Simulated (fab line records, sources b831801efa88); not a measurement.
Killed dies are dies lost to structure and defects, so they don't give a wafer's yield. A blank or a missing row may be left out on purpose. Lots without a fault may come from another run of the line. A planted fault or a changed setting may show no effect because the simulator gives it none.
Split-lot experiment | flow gf180mcu | 5 lots, 23 wafers read, on a route of 602 steps

THE SPLIT
At GF_SAB_DEVELOP_08 (develop time 60 s), the setting develop_time_s was moved away from the recipe's 60 s on 6 of the 23 wafers read, by -13.6% to -6.6%. The other wafers ran this setting at the recipe's value.

The file shows no step between the split and the reading.

THE READING
cd_nm, in nm, at GF_SAB_CD_MEAS_09 (target cd 420 nm). Fault-free wafers of this fab line usually give 418.2 nm, standard deviation 2.2 nm.

wafer  | tool, chamber at the split | develop_time_s as run, s | against the recipe | cd_nm, nm | against lot-mates on the recipe
L075.1 | litho_track-03, 0          | 60                       | recipe             | 416.4     | -
L075.2 | litho_track-03, 0          | 60                       | recipe             | 415.9     | -
L075.4 | litho_track-03, 0          | 56.05                    | -6.6%              | 421.5     | +6.7
L075.5 | litho_track-03, 0          | 60                       | recipe             | 412.2     | -
L075.6 | litho_track-03, 0          | 56.05                    | -6.6%              | 423.7     | +8.9
L078.2 | litho_track-01, 0          | 60                       | recipe             | 420.9     | -
L078.4 | litho_track-01, 0          | 60                       | recipe             | 422.8     | -
L078.6 | litho_track-01, 0          | 60                       | recipe             | 421.8     | -
L077.1 | litho_track-04, 0          | 60                       | recipe             | 419.0     | -
L077.2 | litho_track-04, 0          | 60                       | recipe             | 420.1     | -
L077.3 | litho_track-04, 0          | 60                       | recipe             | 420.1     | -
L077.4 | litho_track-04, 0          | 60                       | recipe             | 420.2     | -
L077.6 | litho_track-04, 0          | 60                       | recipe             | 421.3     | -
L081.2 | litho_track-04, 0          | 60                       | recipe             | 420.2     | -
L081.3 | litho_track-04, 0          | 51.86                    | -13.6%             | 432.5     | +13.0
L081.4 | litho_track-04, 0          | 60                       | recipe             | 418.5     | -
L081.5 | litho_track-04, 0          | 51.86                    | -13.6%             | 433.7     | +14.2
L081.6 | litho_track-04, 0          | 60                       | recipe             | 419.8     | -
L082.1 | litho_track-04, 0          | 60                       | recipe             | 420.6     | -
L082.2 | litho_track-04, 0          | 52.47                    | -12.6%             | 432.2     | +11.8
L082.3 | litho_track-04, 0          | 60                       | recipe             | 419.4     | -
L082.5 | litho_track-04, 0          | 60                       | recipe             | 421.2     | -
L082.6 | litho_track-04, 0          | 52.47                    | -12.6%             | 432.9     | +12.5

THE FIT
A straight line over all 23 wafers: cd_nm changes by -0.979 nm for each +1% of develop_time_s; r = -0.90; the points scatter about the line by 2.5 nm.
The same after taking each lot's own level away (the mean of its wafers on the recipe; 23 wafers): -1 nm for each +1%; r = -0.98; scatter 1.1 nm.
On that fit, the largest move of develop_time_s shifts the reading by 14 nm.
The lots' own levels span 414.83 to 421.83 nm, that is 3.2 times the standard deviation above.
So the lot-to-lot level changes the slope little: the two slopes agree.
Check: with one of the wafers moved furthest among these (-13.6%) left out of the fit, the line predicts +13.9 nm for it against its lot-mates. It came out at +13 nm against them.

THE WHOLE CHAIN: every reading that the file lists as answering this split, in the file's order
step              | what it does                                              | reading                                                    | change (the file's fit)              | r (the file's)
GF_SAB_CD_MEAS_09 | target cd 420 nm                                          | cd_nm                                                      | -1.01 nm for each +1% of the setting | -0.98
GF_SAB_ETCH_11    | etches SiO2 in C4F8/O2/Ar, target depth 55 nm, time 8.5 s | SAB.cd_nm (the simulator's own value, which no gauge read) | -1 nm for each +1% of the setting    | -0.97

THE FILE'S OWN FIT
cd_nm changes by -1.01 nm for each +1% of develop_time_s, r = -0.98.
